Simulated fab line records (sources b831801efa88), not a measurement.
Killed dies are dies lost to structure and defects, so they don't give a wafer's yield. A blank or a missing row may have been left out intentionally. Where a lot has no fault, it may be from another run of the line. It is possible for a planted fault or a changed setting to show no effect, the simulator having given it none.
Chamber matching / flow gf180mcu / GF_V1_CMP_04 on cmp-02: 4 sister chambers
The step polishes SiO2. 14 wafers are shown with their chamber, then 7 later ones without.

## WAFERS PAIRED WITH THEIR CHAMBERS
wafer=L851.1; chamber=0; motor-current-A (A)=10.7; time-to-endpoint-s (s)=81; platen-rpm (rpm)=59.93
wafer=L851.5; chamber=2; motor-current-A (A)=13.7; time-to-endpoint-s (s)=81; platen-rpm (rpm)=59.99
wafer=L851.6; chamber=3; motor-current-A (A)=9.4; time-to-endpoint-s (s)=74; platen-rpm (rpm)=60.04
wafer=L853.2; chamber=0; motor-current-A (A)=11.0; time-to-endpoint-s (s)=89; platen-rpm (rpm)=60.02
wafer=L853.3; chamber=3; motor-current-A (A)=9.5; time-to-endpoint-s (s)=84; platen-rpm (rpm)=59.98
wafer=L853.4; chamber=1; motor-current-A (A)=10.8; time-to-endpoint-s (s)=87; platen-rpm (rpm)=59.99
wafer=L854.3; chamber=0; motor-current-A (A)=11.3; time-to-endpoint-s (s)=85; platen-rpm (rpm)=60.01
wafer=L854.4; chamber=1; motor-current-A (A)=12.3; time-to-endpoint-s (s)=86; platen-rpm (rpm)=59.98
wafer=L854.6; chamber=0; motor-current-A (A)=10.9; time-to-endpoint-s (s)=86; platen-rpm (rpm)=59.93
wafer=L857.2; chamber=3; motor-current-A (A)=10.1; time-to-endpoint-s (s)=79; platen-rpm (rpm)=60.04
wafer=L857.3; chamber=1; motor-current-A (A)=12.1; time-to-endpoint-s (s)=82; platen-rpm (rpm)=59.97
wafer=L857.4; chamber=0; motor-current-A (A)=10.3; time-to-endpoint-s (s)=93; platen-rpm (rpm)=60.05
wafer=L862.4; chamber=0; motor-current-A (A)=10.4; time-to-endpoint-s (s)=89; platen-rpm (rpm)=59.98
wafer=L862.5; chamber=0; motor-current-A (A)=10.4; time-to-endpoint-s (s)=84; platen-rpm (rpm)=59.95

SIGNATURES (means of the wafers above)
reading=motor-current-A; chamber 0=10.714; chamber 1=11.733; chamber 2=13.700; chamber 3=9.667; scatter within a chamber=0.494
reading=time-to-endpoint-s; chamber 0=86.71; chamber 1=85.00; chamber 2=81.00; chamber 3=79.00; scatter within a chamber=3.97
reading=platen-rpm; chamber 0=59.9814; chamber 1=59.9800; chamber 2=59.9900; chamber 3=60.0200; scatter within a chamber=0.0399
Rule: for a wafer and a chamber, the distance is found by dividing, reading by reading, the gap between the wafer's reading and the chamber's mean by the reading's scatter, squaring, summing and taking the root. The wafer belongs to the nearest chamber; if the next one is less than 2 further off, it can't be placed. The scatter: take each reading less its chamber's mean, square it, sum over the shown wafers, divide by the number of wafers less the number of chambers, and take the root.

## WAFERS WITH NO CHAMBER GIVEN
wafer=L862.6; motor-current-A (A)=9.5; time-to-endpoint-s (s)=79; platen-rpm (rpm)=59.98
wafer=L863.1; motor-current-A (A)=11.8; time-to-endpoint-s (s)=73; platen-rpm (rpm)=59.96
wafer=L863.2; motor-current-A (A)=9.6; time-to-endpoint-s (s)=77; platen-rpm (rpm)=60.03
wafer=L863.4; motor-current-A (A)=12.9; time-to-endpoint-s (s)=77; platen-rpm (rpm)=60.00
wafer=L871.1; motor-current-A (A)=12.0; time-to-endpoint-s (s)=76; platen-rpm (rpm)=60.05
wafer=L871.4; motor-current-A (A)=13.1; time-to-endpoint-s (s)=80; platen-rpm (rpm)=60.02
wafer=L871.5; motor-current-A (A)=13.3; time-to-endpoint-s (s)=81; platen-rpm (rpm)=60.05

## THE CHAMBER EACH PASSED THROUGH
wafer=L862.6; from the rows above=3; in truth=3
wafer=L863.1; from the rows above=can't be placed: 1 or 0 or 2 or 3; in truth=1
wafer=L863.2; from the rows above=3; in truth=3
wafer=L863.4; from the rows above=can't be placed: 2 or 1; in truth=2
wafer=L871.1; from the rows above=can't be placed: 1 or 2 or 0 or 3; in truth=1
wafer=L871.4; from the rows above=can't be placed: 2 or 1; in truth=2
wafer=L871.5; from the rows above=2; in truth=2
Correct placement for 3 of the 7. Unplaceable from these rows: 4, with the true chamber sitting among the candidates in 4. Wrongly placed: 0.
